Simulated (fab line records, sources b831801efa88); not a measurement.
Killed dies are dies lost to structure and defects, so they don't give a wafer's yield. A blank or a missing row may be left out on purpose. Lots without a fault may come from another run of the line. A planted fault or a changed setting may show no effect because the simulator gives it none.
Which tool did it? | flow gf180mcu | 12 lots, 36 wafers sampled, at 1 step of a route of 602

WHAT THE GAUGES READ, wafer by wafer
GF_PSD_OVL_MEAS_08.
lot  | measured     | on         | PSD_OVL (nm)
L075 | day 14 14:34 | overlay-02 | 0.2 -0.8 0.6
L077 | day 15 02:08 | overlay-01 | -1.8 0.9 -0.9
L079 | day 15 23:40 | overlay-02 | -4.2 -2.9 -3.6
L081 | day 16 13:38 | overlay-02 | -2.5 -2.3 -2.5
L083 | day 17 09:38 | overlay-02 | -3.1 -2.6 -3.2
L085 | day 18 06:38 | overlay-02 | -1.2 -0.7 0.1
L087 | day 18 20:14 | overlay-02 | -0.3 -0.3 0.2
L089 | day 19 22:56 | overlay-02 | -3.6 -3.9 -3.9
L091 | day 20 12:11 | overlay-01 | 1.5 1.2 -0.8
L093 | day 20 22:25 | overlay-02 | -0.9 -1.4 0.0
L095 | day 21 13:13 | overlay-02 | -2.1 -2.2 -0.2
L097 | day 22 04:50 | overlay-02 | -0.8 -0.6 -0.8

WHICH TOOL RAN EACH LOT (tool, then ch and the chambers of the sampled wafers, then the start)
The record holds no process step before these readings.

THE ANSWER, worked out from the rows above alone
Rule: what is usual is taken from the lots themselves. Put in order of their means at a reading, lots are off if they are a third of the lots or fewer, leave a main group of 4 or more, and stand apart from it by a gap of 3 or more times the standard deviation of the main group's means; of several such gaps the widest counts. A main group whose means are all the same, to the digits that the tables above print for the reading, isn't used. A lot without any number at a reading at which 4 lots or more have one is off too. The other lots that the step has rows for count as sound.
No lot is off at any reading shown: from this, nothing can be told.

WHAT THE SIMULATOR HAD PUT IN
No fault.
